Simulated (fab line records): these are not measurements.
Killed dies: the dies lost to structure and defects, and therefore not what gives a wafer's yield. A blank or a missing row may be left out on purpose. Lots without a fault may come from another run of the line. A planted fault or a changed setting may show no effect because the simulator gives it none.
fab line records	flow sky130
record: lots: 12	wafers: 36	last_day: 50
route steps=708 shown FIELD_ISO@4 METAL5@663 PAD_OPEN@701
lots untouched by any fault: they come from a run of this same line in which no faults occurred
start_h: hours from the record's opening day to when the first of the lot's shown wafers began	wait_h: hours from the lot's prior step to this one	" repeats the value in the row above	L1.1+2: one row covering several wafers at once	- no value present, or no start provided	* or withheld: withheld	< > ~ a bound
route shown NAME@n: a module of which the file shows steps, and the number in the route of the first	usual: mean/standard deviation taken from wafers without a fault	same: alike in all rows	chamber/n: place in a boat	sites: the reading at each site	_std_site: how widely they spread, as a standard deviation	_edge_site: the outer-site mean with the inner-site mean subtracted	radius_mm: for every site, how far away it sits from the centre of the wafer	mask NAME#n: copy n	behind: the last tool/chamber to shape the wafer	hold: why the lot was held/for how many hours/how that ended	device: which transistor (n, p or np) failed to switch	end of line: the same wafers' tests at the end of the route	step lacking rows: just its recipe	killed: count of dies lost to structure and defects at first sort (not the wafer's yield)	map: shows each die of a wafer: x if killed, . if not, _ if none is there
set.NAME: the setting as run; set.NAME@STEP: as run at that earlier step	model.NAME: the simulator's own value behind a step, which no gauge read
a sample of lots followed through the steps of the route, with each step as a table and each wafer as a row
services: a tool's chamber out of use, with start hour (start_h, from the record's first day; less than 0 if before it), hours out, and reason
== steps ==
step: SKY_FIELD_ISO_CVD_03
recipe: material: Si3N4	precursor: DCS/NH3	target_thk_nm: 165	temp_c: 770	time_s: 2830	pressure_mtorr: 250
usual: pressure_mtorr: 250.1/0.54	spike_tc_upper_C: 769.6/1.2	zone_power_bottom_pct: 19.4/0.96
same: time_s: 2830
lot.wafer	tool	chamber	start_h	wait_h	pressure_mtorr	spike_tc_upper_C	zone_power_bottom_pct
L108.1	lpcvd-02	0	17.51	0.1	250.2	770.7	17.7
L108.4	"	0	"	"	249.9	769.4	18.3
L108.5	"	0	"	"	249.7	768.8	18.4
L109.1	lpcvd-02	0	23.96	2.3	249.5	768.9	18.7
L109.3	"	0	"	"	250.5	772.0	18.3
L109.4	"	0	"	"	249.2	769.7	18.6
L111.2	lpcvd-02	1	33.64	1.3	250.5	768.7	20.7
L111.3	"	1	"	"	249.4	769.2	20.4
L111.5	"	1	"	"	249.7	768.7	20.4
L113.2	lpcvd-02	1	43.79	0.0	250.3	770.5	20.3
L113.3	"	1	"	"	250.3	766.9	20.2
L113.6	"	1	"	"	249.9	769.4	20.3
L114.2	lpcvd-02	1	48.95	2.1	250.2	769.1	20.2
L114.5	"	1	"	"	249.5	766.8	20.3
L114.6	"	1	"	"	250.2	768.8	20.1
L116.3	lpcvd-02	0	57.44	0.0	249.5	770.7	18.3
L116.4	"	0	"	"	250.4	769.5	18.4
L116.6	"	0	"	"	249.1	769.3	18.6
L118.1	lpcvd-02	0	67.94	0.1	250.5	770.4	18.5
L118.2	"	0	"	"	250.0	769.1	18.1
L118.5	"	0	"	"	250.1	771.1	18.3
L119.2	lpcvd-02	0	73.19	1.5	250.3	770.3	18.7
L119.3	"	0	"	"	250.9	771.9	18.3
L119.6	"	0	"	"	251.1	771.5	17.8
L120.1	lpcvd-02	0	78.30	0.8	249.6	770.6	18.3
L120.2	"	0	"	"	250.1	770.4	18.3
L120.3	"	0	"	"	250.3	769.8	18.3
L123.1	lpcvd-02	1	91.69	0.1	249.3	769.4	20.2
L123.3	"	1	"	"	249.6	769.9	19.9
L123.6	"	1	"	"	249.1	769.7	20.2
L127.1	lpcvd-02	1	112.63	0.1	250.1	769.2	20.4
L127.3	"	1	"	"	250.5	766.7	20.0
L127.6	"	1	"	"	250.2	769.0	20.5
L128.1	lpcvd-02	1	119.16	0.1	250.6	768.6	20.2
L128.4	"	1	"	"	249.6	769.1	20.4
L128.5	"	1	"	"	249.2	768.5	20.4
step: SKY_METAL5_SPUTTER_02
recipe: material: AlCu	target_thk_nm: 1150	power_w: 10600	time_s: 61.2	chamber_pressure_pa: 0.4
usual: throttle_valve_pct: 29.4/1.5
same: time_s: 61.2
lot.wafer	tool	chamber	start_h	wait_h	throttle_valve_pct
L108.1	pvd_sputter-04	-	1012.80	0.0	30.7
L108.4	"	-	"	"	30.1
L108.5	"	-	"	"	29.3
L109.1	pvd_sputter-02	-	1025.82	0.0	31.4
L109.3	"	-	"	"	28.6
L109.4	"	-	"	"	26.5
L111.2	pvd_sputter-04	-	1037.03	0.0	29.5
L111.3	"	-	"	"	30.2
L111.5	"	-	"	"	28.7
L113.2	pvd_sputter-02	-	1044.93	0.0	30.2
L113.3	"	-	"	"	26.3
L113.6	"	-	"	"	31.6
L114.2	pvd_sputter-02	-	1050.85	0.0	26.2
L114.5	"	-	"	"	30.4
L114.6	"	-	"	"	26.6
L116.3	pvd_sputter-04	-	1063.74	0.0	30.1
L116.4	"	-	"	"	29.0
L116.6	"	-	"	"	30.2
L118.1	pvd_sputter-02	-	1077.94	0.0	26.2
L118.2	"	-	"	"	30.0
L118.5	"	-	"	"	31.7
L119.2	pvd_sputter-02	-	1085.36	0.0	26.4
L119.3	"	-	"	"	28.4
L119.6	"	-	"	"	31.4
L120.1	pvd_sputter-04	-	1092.45	0.0	30.9
L120.2	"	-	"	"	30.1
L120.3	"	-	"	"	28.6
L123.1	pvd_sputter-03	-	1110.06	0.0	30.1
L123.3	"	-	"	"	29.8
L123.6	"	-	"	"	28.7
L127.1	pvd_sputter-04	-	1132.83	0.0	30.1
L127.3	"	-	"	"	29.6
L127.6	"	-	"	"	30.1
L128.1	pvd_sputter-02	-	1135.80	0.0	31.4
L128.4	"	-	"	"	28.6
L128.5	"	-	"	"	31.2
step: SKY_METAL5_RS_MEAS_05
recipe: thk_meas_gauge: four-point-probe	reads: TiN_of_METAL5_SPUTTER_04+Ti_of_METAL5_SPUTTER_03+AlCu_of_METAL5_SPUTTER_02+TiN_of_METAL5_SPUTTER_01+Ti_of_METAL5_SPUTTER_00
usual: METAL5_ALCU_RS: 0.0270/0.00031
lot.wafer	tool	chamber	start_h	wait_h	METAL5_ALCU_RS[ohm/sq]
L108.1	film_metro-02	-	1012.92	0.0	0.0265
L108.4	"	-	"	"	0.0264
L108.5	"	-	"	"	0.0267
L109.1	film_metro-01	-	1025.94	0.0	0.0277
L109.3	"	-	"	"	0.0276
L109.4	"	-	"	"	0.0274
L111.2	film_metro-04	-	1037.18	0.0	0.0272
L111.3	"	-	"	"	0.0271
L111.5	"	-	"	"	0.0269
L113.2	film_metro-02	-	1045.07	0.0	0.0272
L113.3	"	-	"	"	0.0274
L113.6	"	-	"	"	0.0276
L114.2	film_metro-01	-	1050.99	0.0	0.0274
L114.5	"	-	"	"	0.0272
L114.6	"	-	"	"	0.0273
L116.3	film_metro-01	-	1063.90	0.1	0.0269
L116.4	"	-	"	"	0.0269
L116.6	"	-	"	"	0.0269
L118.1	film_metro-02	-	1078.05	0.0	0.0273
L118.2	"	-	"	"	0.0273
L118.5	"	-	"	"	0.0274
L119.2	film_metro-02	-	1085.50	0.0	0.0271
L119.3	"	-	"	"	0.0273
L119.6	"	-	"	"	0.0273
L120.1	film_metro-02	-	1092.57	0.0	0.0268
L120.2	"	-	"	"	0.0268
L120.3	"	-	"	"	0.0268
L123.1	film_metro-02	-	1110.18	0.0	0.0269
L123.3	"	-	"	"	0.0268
L123.6	"	-	"	"	0.0266
L127.1	film_metro-01	-	1132.95	0.0	0.0271
L127.3	"	-	"	"	0.0272
L127.6	"	-	"	"	0.0269
L128.1	film_metro-01	-	1135.92	0.0	0.0275
L128.4	"	-	"	"	0.0273
L128.5	"	-	"	"	0.0275
step: SKY_PAD_OPEN_ETCH_07
recipe: chemistry: CF4/O2	target_depth_nm: 725	stop_on: AlCu	source_w: 800	bias_w: 150	pressure_mtorr: 150	cf4_flow_sccm: 80	O2_flow_sccm: 10	time_s: 161.1
usual: bias_w: 150.0/0.45	drypump_motor_current_A: 5.8/0.52	oes_product_au: 0.977/0.0065	throttle_valve_pct: 5.965/0.0095
same: time_s: 161.1
lot.wafer	tool	chamber	start_h	wait_h	bias_w	drypump_motor_current_A	oes_product_au	rf_hours_counter_h	throttle_valve_pct
L108.1	rie_diel-01	0	1081.43	-	150.2	5.7	0.976	21	5.989
L108.4	"	3	"	"	149.9	5.8	0.977	18	5.980
L108.5	"	2	"	"	150.6	6.5	0.974	-	5.965
L109.1	rie_diel-03	2	1092.29	-	149.8	5.1	0.967	18	5.975
L109.3	"	0	"	"	149.9	5.6	0.983	25	5.956
L109.4	"	1	"	"	150.2	5.3	0.979	15	5.968
L111.2	rie_diel-01	2	1102.23	-	149.7	6.5	0.977	11	5.956
L111.3	"	1	"	"	149.4	5.7	0.978	24	5.959
L111.5	"	1	"	"	150.0	5.7	0.984	-	5.960
L113.2	rie_diel-01	0	1107.38	-	150.2	5.7	0.977	22	5.976
L113.3	"	3	"	"	150.1	5.8	0.979	19	5.959
L113.6	"	1	"	"	150.4	5.7	0.986	-	5.969
L114.2	rie_diel-01	1	1113.34	-	149.9	5.7	0.972	25	5.958
L114.5	"	3	"	"	149.4	5.7	0.973	-	5.967
L114.6	"	2	"	"	150.0	6.5	0.992	-	5.974
L116.3	rie_diel-04	0	1125.63	-	150.4	6.1	0.962	24	5.958
L116.4	"	2	"	"	149.8	6.5	0.977	22	5.964
L116.6	"	3	"	"	151.1	6.0	0.983	-	5.963
L118.1	rie_diel-03	2	1138.18	-	150.0	5.1	0.966	20	5.950
L118.2	"	1	"	"	150.1	5.3	0.972	17	5.945
L118.5	"	0	"	"	149.7	5.6	0.979	-	5.959
L119.2	rie_diel-01	0	1144.89	-	150.2	5.7	0.976	23	5.963
L119.3	"	2	"	"	150.2	6.5	0.974	12	5.955
L119.6	"	0	"	"	150.1	5.7	0.981	-	5.950
L120.1	rie_diel-04	3	1151.43	-	150.1	6.0	0.972	11	5.953
L120.2	"	1	"	"	150.3	5.1	0.981	26	5.965
L120.3	"	0	"	"	149.5	6.1	0.975	25	5.976
L123.1	rie_diel-03	1	1167.19	-	149.9	5.3	0.984	18	5.959
L123.3	"	0	"	"	150.5	5.6	0.972	29	5.968
L123.6	"	0	"	"	150.0	5.6	0.993	-	5.974
L127.1	rie_diel-03	0	1185.98	-	150.0	5.6	0.969	30	5.966
L127.3	"	3	"	"	149.8	6.7	0.977	27	5.967
L127.6	"	3	"	"	150.3	6.7	0.968	-	5.954
L128.1	rie_diel-01	1	1189.03	-	150.2	5.7	0.974	27	5.960
L128.4	"	3	"	"	149.6	5.8	0.973	22	5.968
L128.5	"	1	"	"	149.9	5.7	0.989	-	5.972
step: SKY_PAD_OPEN_PROBE_99
usual: killed_at_M0_to_M3: 43/7.2	killed_at_M4_up: 3.0/1.7	killed_at_contacts: 24/5.3	killed_at_front_end: 15/4.6	killed_at_other: 0.3/0.5	killed_dies: 85/10	killed_open: 46/7.2	killed_short: 39/6.4
same: gross_dies: 492	killed_at_back_side: 0
lot.wafer	tool	chamber	start_h	wait_h	killed_at_M0_to_M3	killed_at_M4_up	killed_at_contacts	killed_at_front_end	killed_at_other	killed_dies	killed_open	killed_short
L108.1	prober-01	-	1083.75	0.1	53	3	22	19	1	98	53	45
L108.4	prober-01	-	1083.90	0.2	49	1	27	13	0	90	48	42
L108.5	prober-01	-	1083.95	0.2	41	3	21	19	0	84	51	33
L109.1	prober-02	-	1094.61	0.1	46	4	19	9	1	79	43	36
L109.3	prober-02	-	1094.71	0.2	37	5	19	20	1	82	47	35
L109.4	prober-02	-	1094.76	0.2	44	4	17	18	0	83	39	44
L114.2	prober-01	-	1115.71	0.1	35	6	30	20	1	92	51	41
L114.5	prober-01	-	1115.86	0.2	36	1	20	16	1	74	36	38
L114.6	prober-01	-	1115.91	0.2	41	5	13	17	0	76	42	34
L116.3	prober-01	-	1128.06	0.2	39	4	39	13	0	95	58	37
L116.4	prober-01	-	1128.11	0.2	47	3	37	10	0	97	51	46
L116.6	prober-01	-	1128.21	0.2	43	4	21	13	1	82	39	43
L118.1	prober-01	-	1140.49	0.1	40	3	30	12	1	86	57	29
L118.2	prober-01	-	1140.54	0.1	39	2	25	13	0	79	45	34
L118.5	prober-01	-	1140.69	0.2	29	3	22	10	0	64	28	36
L127.1	prober-02	-	1188.30	0.1	51	3	22	46	0	122	43	46
L127.3	prober-02	-	1188.40	0.2	51	4	25	58	0	138	55	46
L127.6	prober-02	-	1188.55	0.2	41	2	15	52	0	110	45	32
L128.1	prober-01	-	1191.35	0.1	51	5	21	52	0	129	50	40
L128.4	prober-01	-	1191.50	0.2	39	1	22	53	0	115	52	31
L128.5	prober-01	-	1191.55	0.2	48	4	24	60	1	137	54	44
killed by level:class
L108.1 VIA3:geometric_particle:open=14 VIA1:geometric_particle:open=11 CONTACT:geometric_particle:open=9 POLY_GATE:geometric_particle:short=8 VIA2:geometric_particle:open=8 CONTACT:geometric_particle:short=5 VIA1:geometric_particle:short=5 POLY_CUT:geometric_particle:short=4
L108.4 VIA1:geometric_particle:open=15 CONTACT:geometric_particle:open=7 VIA2:geometric_particle:open=7 CONTACT:geometric_particle:short=6 LI_CONTACT:geometric_particle:short=5 LI_CONTACT:geometric_particle:open=5 METAL3:geometric_particle:short=5 VIA1:geometric_particle:short=5
L108.5 VIA1:geometric_particle:open=10 VIA2:geometric_particle:open=8 LI_CONTACT:geometric_particle:open=7 CONTACT:geometric_particle:open=6 VIA3:geometric_particle:open=6 FIELD_ISO:geometric_particle:short=5 POLY_GATE:geometric_particle:short=5 LOCAL_INTERCONNECT:geometric_particle:short=5
L109.1 VIA1:geometric_particle:open=11 CONTACT:geometric_particle:open=9 VIA3:geometric_particle:open=8 METAL2:geometric_particle:short=6 METAL1:geometric_particle:short=6 FIELD_ISO:geometric_particle:short=5 METAL1:geometric_particle:open=4 VIA1:geometric_particle:short=4
L109.3 VIA1:geometric_particle:open=11 CONTACT:geometric_particle:open=9 POLY_GATE:geometric_particle:short=8 VIA3:geometric_particle:open=8 METAL4:geometric_particle:short=5 POLY_GATE:geometric_particle:open=4 LI_CONTACT:geometric_particle:short=3 LOCAL_INTERCONNECT:geometric_particle:short=3
L109.4 VIA1:geometric_particle:open=8 VIA2:geometric_particle:open=8 VIA1:geometric_particle:short=6 POLY_GATE:geometric_particle:short=5 POLY_GATE:geometric_particle:open=5 CONTACT:geometric_particle:open=5 METAL2:geometric_particle:short=5 FIELD_ISO:geometric_particle:short=4
L114.2 FIELD_ISO:geometric_particle:open=11 LI_CONTACT:geometric_particle:open=10 CONTACT:geometric_particle:open=7 VIA1:geometric_particle:open=6 VIA3:geometric_particle:short=6 LOCAL_INTERCONNECT:geometric_particle:short=5 FIELD_ISO:geometric_particle:short=4 LI_CONTACT:geometric_particle:short=4
L114.5 VIA1:geometric_particle:open=8 METAL3:geometric_particle:short=7 FIELD_ISO:geometric_particle:short=6 LI_CONTACT:geometric_particle:open=5 CONTACT:geometric_particle:short=5 CONTACT:geometric_particle:open=5 VIA2:geometric_particle:open=4 VIA3:geometric_particle:open=4
L114.6 VIA3:geometric_particle:open=11 VIA1:geometric_particle:open=8 LI_CONTACT:geometric_particle:open=6 METAL1:geometric_particle:short=6 FIELD_ISO:geometric_particle:open=4 VIA1:geometric_particle:short=4 VIA3:geometric_particle:short=4 METAL4:geometric_particle:short=4
L116.3 CONTACT:geometric_particle:open=18 VIA1:geometric_particle:open=10 LI_CONTACT:geometric_particle:open=8 CONTACT:geometric_particle:short=8 METAL2:geometric_particle:short=6 VIA3:geometric_particle:open=5 FIELD_ISO:geometric_particle:open=4 VIA2:geometric_particle:open=4
L116.4 CONTACT:geometric_particle:open=13 VIA1:geometric_particle:open=10 CONTACT:geometric_particle:short=9 VIA3:geometric_particle:open=9 LI_CONTACT:geometric_particle:open=8 METAL2:geometric_particle:short=7 VIA1:geometric_particle:short=6 LI_CONTACT:geometric_particle:short=4
L116.6 VIA1:geometric_particle:open=11 LI_CONTACT:geometric_particle:open=6 VIA1:geometric_particle:short=6 METAL2:geometric_particle:short=6 VIA2:geometric_particle:open=5 CONTACT:geometric_particle:open=5 FIELD_ISO:geometric_particle:short=4 LOCAL_INTERCONNECT:geometric_particle:short=4
L118.1 LI_CONTACT:geometric_particle:open=12 CONTACT:geometric_particle:open=10 VIA3:geometric_particle:open=9 VIA1:geometric_particle:open=7 LOCAL_INTERCONNECT:geometric_particle:open=5 VIA1:geometric_particle:short=5 VIA2:geometric_particle:open=4 VIA2:geometric_particle:short=4
L118.2 LI_CONTACT:geometric_particle:open=8 VIA1:geometric_particle:open=8 POLY_GATE:geometric_particle:open=7 CONTACT:geometric_particle:open=7 METAL2:geometric_particle:short=7 VIA2:geometric_particle:open=6 CONTACT:geometric_particle:short=6 METAL1:geometric_particle:short=5
L118.5 CONTACT:geometric_particle:short=8 VIA1:geometric_particle:open=7 LI_CONTACT:geometric_particle:open=6 METAL2:geometric_particle:short=6 CONTACT:geometric_particle:open=5 SPACER:geometric_particle:short=4 METAL1:geometric_particle:short=3 VIA1:geometric_particle:short=3
L127.1 FIELD_ISO:unspecified=33 VIA1:geometric_particle:short=12 VIA1:geometric_particle:open=10 CONTACT:geometric_particle:open=7 POLY_GATE:geometric_particle:open=5 VIA2:geometric_particle:open=5 VIA3:geometric_particle:open=4 LI_CONTACT:geometric_particle:open=4
L127.3 FIELD_ISO:unspecified=37 VIA1:geometric_particle:open=16 VIA1:geometric_particle:short=10 LI_CONTACT:geometric_particle:open=9 CONTACT:geometric_particle:open=8 FIELD_ISO:geometric_particle:open=6 FIELD_ISO:geometric_particle:short=5 POLY_GATE:geometric_particle:short=5
L127.6 FIELD_ISO:unspecified=33 VIA2:geometric_particle:open=9 CONTACT:geometric_particle:open=7 VIA1:geometric_particle:open=6 METAL2:geometric_particle:short=6 VIA3:geometric_particle:open=6 POLY_GATE:geometric_particle:short=5 FIELD_ISO:geometric_particle:short=4
L128.1 FIELD_ISO:unspecified=39 VIA1:geometric_particle:open=16 VIA2:geometric_particle:open=10 VIA1:geometric_particle:short=9 LI_CONTACT:geometric_particle:open=8 CONTACT:geometric_particle:open=7 FIELD_ISO:geometric_particle:short=6 METAL2:geometric_particle:short=5
L128.4 FIELD_ISO:unspecified=32 VIA1:geometric_particle:open=11 FIELD_ISO:geometric_particle:short=8 LI_CONTACT:geometric_particle:open=8 CONTACT:geometric_particle:open=8 FIELD_ISO:geometric_particle:open=7 VIA1:geometric_particle:short=7 VIA2:geometric_particle:open=7
L128.5 FIELD_ISO:unspecified=39 VIA1:geometric_particle:open=16 CONTACT:geometric_particle:open=11 FIELD_ISO:geometric_particle:short=7 FIELD_ISO:geometric_particle:open=6 METAL1:geometric_particle:short=6 VIA1:geometric_particle:short=6 LI_CONTACT:geometric_particle:open=5
== services ==
tool	chamber	start_h	hours	kind
rie_diel-01	1	24.79	2.8	repair
rie_diel-01	3	64.89	16.1	repair
rie_diel-01	3	140.60	6.5	repair
rie_diel-01	3	149.67	9.0	repair
pvd_sputter-02	-	159.70	11.4	repair
lpcvd-02	-	208.25	1.8	repair
rie_diel-01	2	275.25	7.3	repair
rie_diel-01	0	275.58	11.2	repair
rie_diel-01	0	303.27	2.8	repair
lpcvd-02	-	348.68	0.5	repair
pvd_sputter-02	-	356.68	2.7	repair
rie_diel-01	-	409.23	2.3	repair
lpcvd-02	-	497.70	1.2	repair
rie_diel-01	0	534.79	7.2	repair
lpcvd-02	-	552.75	6.1	pm
rie_diel-01	-	588.87	2.8	pm
pvd_sputter-02	-	591.05	2.8	repair
rie_diel-01	1	631.98	3.2	repair
pvd_sputter-02	-	669.85	0.9	repair
lpcvd-02	-	709.12	6.0	pm
lpcvd-02	-	758.19	1.5	repair
lpcvd-02	-	962.75	0.9	repair
lpcvd-02	-	1037.59	2.8	pm
lpcvd-02	-	1108.28	2.6	repair
== key ==
first_sign: step: SKY_PAD_OPEN_PROBE_99	reading: killed_at_front_end	direction: up	sigmas: 8.5	usual: 15	struck: 54
effect: step: SKY_PAD_OPEN_PROBE_99	reading: killed_dies	direction: up	sigmas: 4	usual: 85	struck: 125
met_at SKY_FIELD_ISO_CVD_03
struck_lots L127,L128
struck_wafers L127.1,L127.3,L127.6,L128.1,L128.4,L128.5
tester_left_out L127,L128
not_acting_at SKY_METAL5_SPUTTER_02,SKY_METAL5_RS_MEAS_05,SKY_PAD_OPEN_ETCH_07
onset_between 91.69 112.63
also_fits time
fault: kind: chamber_particle_source	tool: lpcvd-02	chamber: 1	onset_h: 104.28	steps: SKY_FIELD_ISO_CVD_03	rate_per_visit_cm2: 0.55838	end_h: 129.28
tester_left_out: of these lots the tester's yield and bins aren't shown, on N5 and GAA mostly nor the transistor test; their killed dies are dies lost to structure and defects alone, not to doping, threshold or leakage, so they don't give the yield
